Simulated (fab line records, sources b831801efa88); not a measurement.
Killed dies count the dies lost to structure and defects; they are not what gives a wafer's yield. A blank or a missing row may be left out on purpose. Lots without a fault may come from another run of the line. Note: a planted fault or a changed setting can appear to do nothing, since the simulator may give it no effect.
fab line records	flow sky130	part 1 of 2: steps 1 to 26 of 37
[record] lots = 5	wafers = 15	last_day = 49
route steps=708 shown METAL2@485 VIA2@507
lots that met no fault: taken from a fault-free run of the same line
start_h: hours from the record's opening day to when the first of the lot's shown wafers began	wait_h: time in hours since the lot's previous step	" same as the row above	L1.1+2: one row covering several wafers at once	- either no value or no given start	* or withheld: withheld	< > ~ a bound
route shown NAME@n: a module of which the file shows steps, and the number in the route of the first	usual: the fault-free wafers' mean and standard deviation	same: alike in all rows	chamber/n: place in a boat	sites: per-site readings	_std_site: standard deviation across them	_edge_site: inner sites' mean taken away from outer sites' mean	radius_mm: for every site, how far away it sits from the centre of the wafer	mask NAME#n: copy n	behind: the tool/chamber that last shaped the wafer	hold: the reason the lot was held/the length of the hold in hours/how it ended	device: transistor that didn't switch, given as n, p or np	end of line: tests of these same wafers at the route's end	a step with no rows: only its recipe	killed: not the wafer's yield, but the dies lost to structure and defects at the first sort	map: the dies of a wafer, with x for killed, . for not killed, _ for no die there
set.NAME: the setting that was run; set.NAME@STEP: the one run at that earlier step	model.NAME: the simulator's own value behind a step, which no gauge read
lots at selected steps of the route; one table per step, one row per wafer
services: from which hour (start_h, from the record's first day; less than 0 if before it) a tool's chamber was out of use, for how many hours, and why
[[steps]]
[step SKY_METAL2_SPUTTER_02]
[recipe] material = AlCu	target_thk_nm = 250	power_w = 10600	time_s = 13.3	chamber_pressure_pa = 0.4
[usual] cathode_dc_power_W = 10600/1.9	throttle_valve_pct = 30.0/0.73
lot.wafer	tool	chamber	start_h	wait_h	cathode_dc_power_W	throttle_valve_pct
L074.2	pvd_sputter-02	-	787.69	0.0	10598	30.0
L074.3	"	-	"	"	10601	30.5
L074.4	"	-	"	"	10599	28.8
L076.1	pvd_sputter-02	-	804.74	0.0	10602	31.0
L076.5	"	-	"	"	10599	30.0
L076.6	"	-	"	"	10599	29.0
L082.1	pvd_sputter-03	-	855.07	0.0	10600	30.9
L082.2	"	-	"	"	10599	28.9
L082.6	"	-	"	"	10599	28.7
L086.1	pvd_sputter-02	-	882.26	0.0	10597	30.9
L086.4	"	-	"	"	10598	30.9
L086.5	"	-	"	"	10601	30.5
L092.1	pvd_sputter-02	-	929.66	0.0	10600	29.9
L092.5	"	-	"	"	10601	29.0
L092.6	"	-	"	"	10598	30.8
[step SKY_METAL2_SPUTTER_03]
[recipe] material = Ti	target_thk_nm = 5	power_w = 3000	time_s = 3.3	chamber_pressure_pa = 0.4
[usual] cathode_dc_power_W = 3000.0/0.56	throttle_valve_pct = 30.0/0.74
lot.wafer	tool	chamber	start_h	wait_h	cathode_dc_power_W	throttle_valve_pct
L074.2	pvd_sputter-02	-	787.71	0.0	3000.0	29.9
L074.3	"	-	"	"	3000.7	30.6
L074.4	"	-	"	"	3000.2	29.1
L076.1	pvd_sputter-02	-	804.77	0.0	2999.4	30.8
L076.5	"	-	"	"	2999.7	30.1
L076.6	"	-	"	"	3000.4	29.2
L082.1	pvd_sputter-03	-	855.10	0.0	3000.0	30.6
L082.2	"	-	"	"	2999.1	28.9
L082.6	"	-	"	"	3000.0	28.9
L086.1	pvd_sputter-02	-	882.29	0.0	3000.6	30.8
L086.4	"	-	"	"	3000.8	31.0
L086.5	"	-	"	"	3000.1	30.4
L092.1	pvd_sputter-02	-	929.69	0.0	2999.4	30.1
L092.5	"	-	"	"	3000.4	29.0
L092.6	"	-	"	"	3000.1	30.7
[step SKY_METAL2_SPUTTER_04]
[recipe] material = TiN	target_thk_nm = 70	power_w = 6500	time_s = 58.3	chamber_pressure_pa = 0.4
[usual] cathode_dc_power_W = 6500.0/1.3	throttle_valve_pct = 30.0/0.73
lot.wafer	tool	chamber	start_h	wait_h	cathode_dc_power_W	throttle_valve_pct
L074.2	pvd_sputter-02	-	787.73	0.0	6499.7	29.9
L074.3	"	-	"	"	6499.5	30.4
L074.4	"	-	"	"	6501.7	29.2
L076.1	pvd_sputter-02	-	804.79	0.0	6498.7	31.0
L076.5	"	-	"	"	6500.2	29.8
L076.6	"	-	"	"	6501.4	29.1
L082.1	pvd_sputter-03	-	855.12	0.0	6500.7	30.6
L082.2	"	-	"	"	6499.6	29.0
L082.6	"	-	"	"	6499.7	28.7
L086.1	pvd_sputter-02	-	882.31	0.0	6500.3	30.6
L086.4	"	-	"	"	6502.2	30.5
L086.5	"	-	"	"	6499.8	30.4
L092.1	pvd_sputter-02	-	929.70	0.0	6499.8	29.7
L092.5	"	-	"	"	6500.4	29.0
L092.6	"	-	"	"	6502.1	30.7
[step SKY_METAL2_RS_MEAS_05]
[recipe] thk_meas_gauge = four-point-probe	reads = TiN_of_METAL2_SPUTTER_04+Ti_of_METAL2_SPUTTER_03+AlCu_of_METAL2_SPUTTER_02+TiN_of_METAL2_SPUTTER_01+Ti_of_METAL2_SPUTTER_00
[usual] METAL2_ALCU_RS = 0.1274/0.0014
lot.wafer	tool	chamber	start_h	wait_h	METAL2_ALCU_RS[ohm/sq]
L074.2	film_metro-01	-	787.82	0.1	0.1279
L074.3	"	-	"	"	0.1278
L074.4	"	-	"	"	0.1298
L076.1	film_metro-01	-	804.84	0.0	0.1273
L076.5	"	-	"	"	0.1251
L076.6	"	-	"	"	0.1276
L082.1	film_metro-01	-	855.17	0.0	0.1296
L082.2	"	-	"	"	0.1315
L082.6	"	-	"	"	0.1316
L086.1	film_metro-01	-	882.36	0.0	0.1272
L086.4	"	-	"	"	0.1268
L086.5	"	-	"	"	0.1277
L092.1	film_metro-03	-	929.75	0.0	0.1265
L092.5	"	-	"	"	0.1282
L092.6	"	-	"	"	0.1282
[step SKY_METAL2_THK_MEAS_06]
[recipe] thk_meas_gauge = xrf	reads = AlCu_of_METAL2_SPUTTER_02
[usual] METAL2_ALCU_THK = 250.4/2.8
lot.wafer	tool	chamber	start_h	wait_h	METAL2_ALCU_THK[nm]
L074.2	film_metro-01	-	787.93	0.1	247.5
L074.3	"	-	"	"	247.2
L074.4	"	-	"	"	244.1
L076.1	film_metro-01	-	804.96	0.1	251.9
L076.5	"	-	"	"	254.2
L076.6	"	-	"	"	249.2
L082.1	film_metro-01	-	855.29	0.1	248.1
L082.2	"	-	"	"	244.6
L082.6	"	-	"	"	247.1
L086.1	film_metro-01	-	882.48	0.1	249.1
L086.4	"	-	"	"	251.1
L086.5	"	-	"	"	249.8
L092.1	film_metro-03	-	929.87	0.1	250.5
L092.5	"	-	"	"	250.4
L092.6	"	-	"	"	247.9
[step SKY_METAL2_DEHYDRATE_07]
[recipe] temp_c = 200	time_s = 60
[usual] heater_power_total_W = 160.38/0.13
lot.wafer	tool	chamber	start_h	wait_h	heater_power_total_W
L074.2	litho_track-02	0	799.65	11.7	160.33
L074.3	"	0	"	"	160.43
L074.4	"	0	"	"	160.51
L076.1	litho_track-01	0	818.02	13.0	160.50
L076.5	"	0	"	"	160.30
L076.6	"	0	"	"	160.26
L082.1	litho_track-02	0	867.97	12.7	160.38
L082.2	"	0	"	"	160.34
L082.6	"	0	"	"	160.42
L086.1	litho_track-02	0	894.57	12.1	160.32
L086.4	"	0	"	"	160.30
L086.5	"	0	"	"	160.26
L092.1	litho_track-03	0	941.36	11.5	160.41
L092.5	"	0	"	"	160.53
L092.6	"	0	"	"	160.37
[step SKY_METAL2_HMDS_08]
[recipe] prime_time_s = 60	prime_temp_c = 120
lot.wafer	tool	chamber	start_h	wait_h
L074.2+3+4	litho_track-02	0	799.80	0.1
L076.1+5+6	litho_track-01	0	818.17	0.1
L082.1+2+6	litho_track-02	0	868.12	0.1
L086.1+4+5	litho_track-02	0	894.72	0.1
L092.1+5+6	litho_track-03	0	941.51	0.1
[step SKY_METAL2_COAT_09]
[recipe] resist = BARC	temp_c = withheld	time_s = withheld	spin_rpm = 3000	resist_thk_nm = 60
[usual] spin_speed_rpm = 3000.3/1.5
lot.wafer	tool	chamber	start_h	wait_h	spin_speed_rpm
L074.2	litho_track-02	0	799.95	0.1	3000.0
L074.3	"	0	"	"	2999.2
L074.4	"	0	"	"	2997.7
L076.1	litho_track-01	0	818.32	0.1	2999.7
L076.5	"	0	"	"	3000.5
L076.6	"	0	"	"	3003.6
L082.1	litho_track-02	0	868.27	0.1	2998.2
L082.2	"	0	"	"	2999.9
L082.6	"	0	"	"	2998.5
L086.1	litho_track-02	0	894.87	0.1	2999.2
L086.4	"	0	"	"	3000.7
L086.5	"	0	"	"	3000.4
L092.1	litho_track-03	0	941.66	0.1	2998.1
L092.5	"	0	"	"	2997.7
L092.6	"	0	"	"	2997.5
[step SKY_METAL2_COAT_10]
[recipe] resist = KrF-thick	spin_rpm = 3000	resist_thk_nm = 450
[usual] spin_speed_rpm = 2999.8/1.7
lot.wafer	tool	chamber	start_h	wait_h	spin_speed_rpm
L074.2	litho_track-02	0	-	-	2998.9
L074.3	"	0	"	"	2999.9
L074.4	"	0	"	"	2998.5
L076.1	litho_track-01	0	-	-	2999.5
L076.5	"	0	"	"	3002.1
L076.6	"	0	"	"	2999.7
L082.1	litho_track-02	0	-	-	2997.8
L082.2	"	0	"	"	3003.3
L082.6	"	0	"	"	2998.9
L086.1	litho_track-02	0	-	-	3000.2
L086.4	"	0	"	"	2999.2
L086.5	"	0	"	"	3003.0
L092.1	litho_track-03	0	-	-	2999.5
L092.5	"	0	"	"	2999.2
L092.6	"	0	"	"	2999.8
[step SKY_METAL2_SOFTBAKE_11]
[recipe] temp_c = 100	time_s = 90	resist = KrF-thick
[usual] heater_power_total_W = 57.36/0.12
lot.wafer	tool	chamber	start_h	wait_h	heater_power_total_W
L074.2	litho_track-02	0	-	-	57.42
L074.3	"	0	"	"	57.41
L074.4	"	0	"	"	57.25
L076.1	litho_track-01	0	-	-	57.51
L076.5	"	0	"	"	57.47
L076.6	"	0	"	"	57.42
L082.1	litho_track-02	0	-	-	57.46
L082.2	"	0	"	"	57.56
L082.6	"	0	"	"	57.43
L086.1	litho_track-02	0	-	-	57.47
L086.4	"	0	"	"	57.43
L086.5	"	0	"	"	57.40
L092.1	litho_track-03	0	-	-	57.52
L092.5	"	0	"	"	57.28
L092.6	"	0	"	"	57.19
[step SKY_METAL2_EXPOSE_12]
[recipe] mask_id = MM2	na = 0.8	source_shape = annular	sigma_inner = 0.55	sigma_outer = 0.85	target_cd_nm = 140	dose_mj = 28
lot.wafer	tool	chamber	start_h	wait_h	mask
L074.2+3+4	krf_scanner-02	0	-	-	MM2#0
L076.1+5+6	krf_scanner-01	0	-	-	MM2#0
L082.1+2+6	krf_scanner-01	0	-	-	MM2#0
L086.1+4+5	krf_scanner-01	0	-	-	MM2#0
L092.1+5+6	krf_scanner-02	0	-	-	MM2#0
[step SKY_METAL2_PEB_13]
[recipe] peb_temp_c = withheld	peb_time_s = withheld	resist = KrF-thick
lot.wafer	tool	chamber	start_h	wait_h
L074.2+3+4	litho_track-03	0	-	-
L076.1+5+6	litho_track-03	0	-	-
L082.1+2+6	litho_track-02	0	-	-
L086.1+4+5	litho_track-03	0	-	-
L092.1+5+6	litho_track-03	0	-	-
[step SKY_METAL2_DEVELOP_14]
[recipe] develop_time_s = 60	resist = KrF-thick	dev_temp_c = 21
[same] develop_time_s = 60
lot.wafer	tool	chamber	start_h	wait_h
L074.2+3+4	litho_track-03	0	-	-
L076.1+5+6	litho_track-03	0	-	-
L082.1+2+6	litho_track-02	0	-	-
L086.1+4+5	litho_track-03	0	-	-
L092.1+5+6	litho_track-03	0	-	-
[step SKY_METAL2_CD_MEAS_15]
[recipe] target_cd_nm = 140
[usual] cd_nm = 139.5/1.3
lot.wafer	tool	chamber	start_h	wait_h	cd_nm
L074.2	cd_sem-01	-	813.68	-	139.0
L074.3	"	-	"	"	139.0
L074.4	"	-	"	"	139.0
L076.1	cd_sem-02	-	831.51	-	138.3
L076.5	"	-	"	"	138.4
L076.6	"	-	"	"	139.2
L082.1	cd_sem-02	-	881.17	-	138.4
L082.2	"	-	"	"	139.9
L082.6	"	-	"	"	140.9
L086.1	cd_sem-02	-	908.01	-	139.3
L086.4	"	-	"	"	140.0
L086.5	"	-	"	"	138.9
L092.1	cd_sem-01	-	954.86	-	139.4
L092.5	"	-	"	"	138.2
L092.6	"	-	"	"	138.4
[step SKY_METAL2_OVL_MEAS_16]
[usual] METAL2_OVL = 0/4.9
lot.wafer	tool	chamber	start_h	wait_h	METAL2_OVL[nm]
L074.2	overlay-02	-	813.79	0.1	5
L074.3	"	-	"	"	6
L074.4	"	-	"	"	-2
L076.1	overlay-01	-	831.63	0.1	3
L076.5	"	-	"	"	5
L076.6	"	-	"	"	2
L082.1	overlay-02	-	881.29	0.1	10
L082.2	"	-	"	"	7
L082.6	"	-	"	"	-3
L086.1	overlay-01	-	908.13	0.1	-6
L086.4	"	-	"	"	0
L086.5	"	-	"	"	-9
L092.1	overlay-01	-	954.98	0.1	-3
L092.5	"	-	"	"	-1
L092.6	"	-	"	"	7
[step SKY_METAL2_DESCUM_17]
[recipe] chemistry = O2	source_power_w = 150	bias_power_w = 0	pressure_mtorr = 10	temp_c = 40	time_s = 8
[usual] drypump_motor_current_A = 5.9/0.52	oes_product_au = 0.989/0.0086
lot.wafer	tool	chamber	start_h	wait_h	drypump_motor_current_A	oes_product_au	rf_hours_counter_h
L074.2	rie_metal-01	1	813.82	0.0	6.3	0.980	12
L074.3	"	1	"	"	6.3	0.972	-
L074.4	"	0	"	"	5.7	0.993	-
L076.1	rie_metal-04	1	831.67	0.0	6.1	0.992	14
L076.5	"	1	"	"	6.1	1.002	-
L076.6	"	0	"	"	5.1	0.993	-
L082.1	rie_metal-03	1	881.33	0.0	6.7	0.992	15
L082.2	"	0	"	"	5.9	0.990	4
L082.6	"	0	"	"	5.9	0.991	-
L086.1	rie_metal-04	0	908.17	0.0	5.1	0.987	13
L086.4	"	0	"	"	5.1	0.994	-
L086.5	"	0	"	"	5.1	0.988	-
L092.1	rie_metal-01	1	955.02	0.0	6.3	0.983	19
L092.5	"	0	"	"	5.7	0.987	-
L092.6	"	1	"	"	6.3	0.980	-
[step SKY_METAL2_ETCH_18]
[recipe] chemistry = N2/H2	target = BARC	ion_energy_ev = 200	bias_w = 100	pressure_mtorr = 30	n2_flow_sccm = 100	h2_flow_sccm = 200	icp_w = 500	stop_on = SiO2	time_s = 45.9	target_depth_a = 600
[usual] bias_w = 100.1/0.31	drypump_motor_current_A = 5.9/0.52	oes_product_au = 0.855/0.0049	throttle_valve_pct = 13.225/0.0092
lot.wafer	tool	chamber	start_h	wait_h	bias_w	drypump_motor_current_A	oes_product_au	rf_hours_counter_h	throttle_valve_pct
L074.2	rie_metal-01	1	813.85	0.0	99.9	6.3	0.851	12	13.234
L074.3	"	1	"	"	100.1	6.4	0.857	-	13.239
L074.4	"	0	"	"	100.2	5.7	0.851	-	13.233
L076.1	rie_metal-04	1	831.70	0.0	100.0	6.1	0.850	14	13.228
L076.5	"	1	"	"	100.4	6.2	0.858	-	13.227
L076.6	"	0	"	"	99.5	5.1	0.847	-	13.232
L082.1	rie_metal-03	1	881.36	0.0	99.6	6.8	0.854	15	13.227
L082.2	"	0	"	"	100.5	5.9	0.862	4	13.236
L082.6	"	0	"	"	100.0	5.9	0.851	-	13.212
L086.1	rie_metal-04	0	908.20	0.0	100.6	5.1	0.853	13	13.223
L086.4	"	0	"	"	100.6	5.1	0.858	-	13.218
L086.5	"	0	"	"	100.4	5.1	0.856	-	13.211
L092.1	rie_metal-01	1	955.05	0.0	100.0	6.4	0.853	19	13.210
L092.5	"	0	"	"	99.8	5.7	0.847	-	13.215
L092.6	"	1	"	"	100.7	6.3	0.856	-	13.229
[step SKY_METAL2_METAL_ETCH_19]
[recipe] target_depth_a = 3600	stop_on = SiO2	over_etch_frac = 0.3	time_s = 78	chemistry = Cl2/BCl3	resist_sidewall_deg = 88	pressure_mtorr = 10	icp_w = 900	bias_w = 48.5	Cl2_flow_sccm = 60	bcl3_flow_sccm = 30
[usual] bcl3_flow_sccm = 29.99/0.091	bias_w = 48.48/0.15	drypump_motor_current_A = 5.9/0.52	oes_product_au = 0.852/0.0064	throttle_valve_pct = 22.265/0.0095
lot.wafer	tool	chamber	start_h	wait_h	bcl3_flow_sccm	bias_w	drypump_motor_current_A	oes_product_au	rf_hours_counter_h	throttle_valve_pct
L074.2	rie_metal-01	1	813.91	0.0	30.09	48.50	6.3	0.848	12	22.258
L074.3	"	1	"	"	30.05	48.61	6.3	0.843	-	22.279
L074.4	"	0	"	"	29.91	48.45	5.7	0.846	-	22.267
L076.1	rie_metal-04	1	831.76	0.0	29.98	48.66	6.2	0.855	14	22.252
L076.5	"	1	"	"	30.07	48.56	6.2	0.852	-	22.274
L076.6	"	0	"	"	30.03	48.65	5.1	0.849	-	22.270
L082.1	rie_metal-03	1	881.42	0.0	29.87	48.54	6.8	0.845	15	22.273
L082.2	"	0	"	"	30.14	48.41	5.9	0.857	4	22.281
L082.6	"	0	"	"	30.09	48.43	5.9	0.862	-	22.272
L086.1	rie_metal-04	0	908.26	0.0	30.13	48.43	5.1	0.846	13	22.262
L086.4	"	0	"	"	30.10	48.38	5.1	0.858	-	22.274
L086.5	"	0	"	"	29.97	48.40	5.1	0.848	-	22.258
L092.1	rie_metal-01	1	955.11	0.0	29.95	48.35	6.4	0.848	19	22.252
L092.5	"	0	"	"	29.98	48.26	5.7	0.846	-	22.265
L092.6	"	1	"	"	30.03	48.69	6.3	0.854	-	22.265
[step SKY_METAL2_STRIP_20]
[recipe] chemistry = O2/N2	power_w = 1400	pressure_mtorr = 1500	platen_temp_c = withheld	o2_flow_sccm = 3000	n2_flow_sccm = 300	overash_fraction = 0.5
[usual] drypump_motor_current_A = 5.8/0.62	o2_flow_sccm = 3002/9.5	oes_product_au = 0.345/0.005	strip_time_to_endpoint_s = 2.75/0.038
lot.wafer	tool	chamber	start_h	wait_h	drypump_motor_current_A	o2_flow_sccm	oes_product_au	rf_hours_counter_h	strip_time_to_endpoint_s
L074.2	plasma_asher-04	0	814.00	0.1	6.6	3001	0.342	99	2.78
L074.3	"	0	"	"	6.6	2992	0.342	-	2.77
L074.4	"	1	"	"	6.7	3013	0.338	-	2.71
L076.1	plasma_asher-03	0	831.85	0.1	4.9	2993	0.348	9	2.75
L076.5	"	1	"	"	6.0	2994	0.344	-	2.74
L076.6	"	0	"	"	4.9	2991	0.347	-	2.72
L082.1	plasma_asher-04	0	881.51	0.1	6.6	3006	0.353	106	2.74
L082.2	"	1	"	"	6.7	2998	0.335	106	2.76
L082.6	"	0	"	"	6.6	2989	0.346	-	2.75
L086.1	plasma_asher-02	1	908.35	0.1	5.7	3007	0.342	47	2.73
L086.4	"	1	"	"	5.7	3006	0.346	-	2.76
L086.5	"	1	"	"	5.7	3012	0.348	-	2.76
L092.1	plasma_asher-03	0	955.20	0.1	4.9	3002	0.345	21	2.76
L092.5	"	0	"	"	4.9	3002	0.349	-	2.72
L092.6	"	1	"	"	6.0	2997	0.340	-	2.74
[step SKY_METAL2_STRIP_21]
[recipe] chemistry = post_etch_residue_remover	time_s = 1200	temp_c = 72.5
lot.wafer	tool	chamber	start_h	wait_h
L074.2+3+4	wet_bench-01	0	814.10	0.1
L076.1+5+6	wet_bench-02	0	831.95	0.1
L082.1+2+6	wet_bench-01	3	881.61	0.1
L086.1+4+5	wet_bench-03	1	908.45	0.1
L092.1+5+6	wet_bench-02	0	955.30	0.1
[step SKY_METAL2_CLEAN_22]
[recipe] chemistry = IPA	time_s = 180	temp_c = 25
lot.wafer	tool	chamber	start_h	wait_h
L074.2+3+4	wet_bench-01	0	814.47	0.0
L076.1+5+6	wet_bench-01	3	832.29	0.0
L082.1+2+6	wet_bench-03	2	881.98	0.0
L086.1+4+5	wet_bench-01	2	908.83	0.0
L092.1+5+6	wet_bench-02	1	956.05	0.0
[step SKY_METAL2_CLEAN_23]
[recipe] chemistry = O3/DIW	dry = n2_spin
lot.wafer	tool	chamber	start_h	wait_h
L074.2+3+4	wet_bench-01	1	814.54	0.0
L076.1+5+6	wet_bench-02	3	832.35	0.0
L082.1+2+6	wet_bench-01	1	882.04	0.0
L086.1+4+5	wet_bench-02	2	908.89	0.0
L092.1+5+6	wet_bench-01	1	956.18	0.0
[step SKY_VIA2_HDPCVD_00]
[recipe] material = SiO2	target_thk_nm = 1180	sigma_open_frac = 0.3	time_s = 196.7	temp_c = 400	sih4_flow_sccm = 60	pressure_mtorr = 6
lot.wafer	tool	chamber	start_h	wait_h
L074.2+3+4	hdpcvd-02	0,1,2	814.64	0.0
L076.1+5+6	hdpcvd-01	0,0,2	832.44	0.0
L082.1+2+6	hdpcvd-01	0,2,2	882.14	0.0
L086.1+4+5	hdpcvd-01	0,0,2	908.99	0.0
L092.1+5+6	hdpcvd-02	0,1,2	956.28	0.0
[step SKY_VIA2_THK_MEAS_01]
[recipe] reads = SiO2_of_VIA2_HDPCVD_00
[usual] VIA2_HDPCVD_THK = 1185/14
lot.wafer	tool	chamber	start_h	wait_h	VIA2_HDPCVD_THK[nm]
L074.2	film_metro-03	-	814.77	0.1	1195
L074.3	"	-	"	"	1166
L074.4	"	-	"	"	1201
L076.1	film_metro-02	-	832.57	0.1	1162
L076.5	"	-	"	"	1157
L076.6	"	-	"	"	1174
L082.1	film_metro-03	-	882.27	0.1	1179
L082.2	"	-	"	"	1203
L082.6	"	-	"	"	1196
L086.1	film_metro-03	-	909.11	0.1	1169
L086.4	"	-	"	"	1176
L086.5	"	-	"	"	1182
L092.1	film_metro-02	-	956.40	0.1	1183
L092.5	"	-	"	"	1168
L092.6	"	-	"	"	1210
[step SKY_VIA2_CMP_02]
[recipe] material = SiO2	down_force_psi = 4	platen_rpm = 60	pad_velocity_m_s = 0.94248
[usual] edge_zone_pressure_frac = 1.000/0.0057	motor_current_A = 12.5/1.4	retaining_ring_pressure_frac = 1.000/0.0048
lot.wafer	tool	chamber	start_h	wait_h	edge_zone_pressure_frac	motor_current_A	retaining_ring_pressure_frac
L074.2	cmp-01	1	814.82	0.0	1.006	10.2	1.005
L074.4	"	3	"	"	0.999	14.8	1.002
L074.3	"	0	"	"	1.005	11.6	0.994
L076.1	cmp-01	2	832.73	0.1	1.001	13.0	1.002
L076.6	"	0	"	"	0.994	12.8	1.003
L076.5	"	1	"	"	1.005	11.1	0.996
L082.2	cmp-01	0	882.43	0.1	1.001	11.1	1.000
L082.1	"	1	"	"	1.000	10.7	1.007
L082.6	"	2	"	"	0.995	13.0	0.998
L086.4	cmp-02	0	909.17	0.0	1.008	14.8	0.991
L086.1	"	1	"	"	0.998	12.5	1.000
L086.5	"	1	"	"	1.009	12.4	1.001
L092.1	cmp-02	2	956.61	0.2	0.999	11.3	1.004
L092.6	"	3	"	"	0.992	11.7	0.996
L092.5	"	0	"	"	0.994	14.0	0.995
[step SKY_VIA2_BOW_MEAS_03]
[recipe] mode = bow
[usual] VIA2_BOW = 88/7.5
lot.wafer	tool	chamber	start_h	wait_h	VIA2_BOW[um]
L074.2	film_metro-04	-	815.14	0.3	91
L074.3	"	-	"	"	102
L074.4	"	-	"	"	101
L076.1	film_metro-04	-	832.93	0.1	74
L076.5	"	-	"	"	86
L076.6	"	-	"	"	91
L082.1	film_metro-03	-	882.63	0.1	85
L082.2	"	-	"	"	84
L082.6	"	-	"	"	101
L086.1	film_metro-04	-	909.47	0.2	86
L086.4	"	-	"	"	92
L086.5	"	-	"	"	96
L092.1	film_metro-03	-	956.76	0.1	98
L092.5	"	-	"	"	93
L092.6	"	-	"	"	95
